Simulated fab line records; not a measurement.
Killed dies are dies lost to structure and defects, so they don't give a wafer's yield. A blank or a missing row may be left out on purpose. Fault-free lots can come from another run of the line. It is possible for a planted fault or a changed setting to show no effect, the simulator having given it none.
Which of the tools did it? ; flow gf180mcu ; 6 lots with 18 wafers sampled at 2 steps, on a route of 602 steps

## WHAT EACH GAUGE READ, for each wafer
GF_M5_CD_MEAS_07 targets a cd of 280 nm.
lot;measured;on;cd-nm (nm)
L294;day 26 13:34;cd-sem-01;280.1 282.3 280.2
L300;day 28 13:53;cd-sem-02;278.9 279.8 280.2
L307;day 30 15:02;cd-sem-01;280.4 280.2 279.3
L309;day 31 03:53;cd-sem-02;279.8 281.1 280.5
L312;day 31 20:12;cd-sem-01;282.9 281.7 280.4
L314;day 32 06:20;cd-sem-01;280.8 280.8 281.2

## WHICH TOOL RAN EACH LOT (tool, then ch and the chambers of the sampled wafers, then the start)
lot;GF_MIM_SPUTTER_08
L294;pvd-sputter-04, day 24 18:55
L300;pvd-sputter-01, day 26 21:08
L307;pvd-sputter-04, day 29 01:23
L309;pvd-sputter-04, day 29 14:50
L312;pvd-sputter-04, day 30 08:50
L314;pvd-sputter-04, day 30 18:26
- GF_MIM_SPUTTER_08: material AlCu, target thk 200 nm, time 10.6 s.

## THE ANSWER, worked out from the rows above alone
Rule: what is usual is taken from the lots themselves. Put in order of their means at a reading, lots are off if they are a third of the lots or fewer, leave a main group of 4 or more, and stand apart from it by a gap of 3 or more times the standard deviation of the main group's means; of several such gaps the widest counts. The tables above print the reading to a certain number of digits; a main group whose means all agree to those digits is not used. Also off: a lot with no number at a reading for which 4 or more lots have one. Where the step has rows for the other lots, those lots are counted as sound.
Across all readings shown, no lot is off: no conclusion can be drawn from this.

## WHAT WAS PUT IN BY THE SIMULATOR
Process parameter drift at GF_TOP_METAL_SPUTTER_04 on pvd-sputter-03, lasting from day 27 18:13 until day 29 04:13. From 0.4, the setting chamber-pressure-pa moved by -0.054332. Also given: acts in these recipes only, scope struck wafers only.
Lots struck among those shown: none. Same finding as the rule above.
